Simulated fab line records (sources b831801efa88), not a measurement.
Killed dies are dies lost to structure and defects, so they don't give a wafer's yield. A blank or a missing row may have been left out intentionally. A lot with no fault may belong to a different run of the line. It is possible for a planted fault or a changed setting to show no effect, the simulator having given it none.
Which tool was responsible?	flow gf180mcu	6 lots with 18 wafers sampled at 2 steps, on a route of 602 steps

## WHAT EACH GAUGE READ, for each wafer
GF_VT_IMPLANT_OVL_MEAS_29.
lot	measured	on	VT_IMPLANT_02_OVL (nm)
L476	day 7 13:00	overlay-01	- - -
L487	day 10 11:09	overlay-01	1.8 0.9 2.3
L489	day 11 00:43	overlay-02	1.5 0.6 -0.3
L492	day 11 20:06	overlay-02	1.1 1.9 1.3
L494	day 12 12:19	overlay-02	-1.5 -2.7 -1.0
L496	day 12 20:18	overlay-01	-3.0 -2.1 -2.7

## EACH LOT AND THE TOOL THAT RAN IT (in order: tool; ch and the chambers of the sampled wafers; start)
lot	GF_VT_IMPLANT_EXPOSE_26
L476	iline_stepper-01 ch 0, day 7 05:36
L487	iline_stepper-02 ch 0, day 10 03:02
L489	iline_stepper-02 ch 0, day 10 15:11
L492	iline_stepper-02 ch 0, day 11 10:25
L494	iline_stepper-01 ch 0, day 12 02:34
L496	iline_stepper-02 ch 0, day 12 10:45
- GF_VT_IMPLANT_EXPOSE_26: exposes mask LVPWELL HV AREA, target cd 860 nm.

## THE ANSWER, worked out from the rows above alone
Rule: what is usual is taken from the lots themselves. The widest of any qualifying gaps counts: lots, ordered by their means at a reading, are off when they make up no more than a third of the lots, leave a main group of 4 or more, and stand apart from it by 3 or more times the standard deviation of that group's means. A main group is skipped when, at the precision printed for the reading in the tables above, its means are all equal. Also off: a lot with no number at a reading for which 4 or more lots have one. Any other lot the step has rows for is counted as sound.
Off: L476, seen at GF_VT_IMPLANT_OVL_MEAS_29 (VT_IMPLANT_02_OVL). Without a number there: L476. Mean -0.1 nm and standard deviation 1.7 in the main group.
If a tool, at a process step before that reading, ran all the lots that are off and no sound lot after the first of them, it fits. The gauges at GF_VT_IMPLANT_OVL_MEAS_29 are tried like those tools. None of those tried fits.

## WHAT WAS PUT IN BY THE SIMULATOR
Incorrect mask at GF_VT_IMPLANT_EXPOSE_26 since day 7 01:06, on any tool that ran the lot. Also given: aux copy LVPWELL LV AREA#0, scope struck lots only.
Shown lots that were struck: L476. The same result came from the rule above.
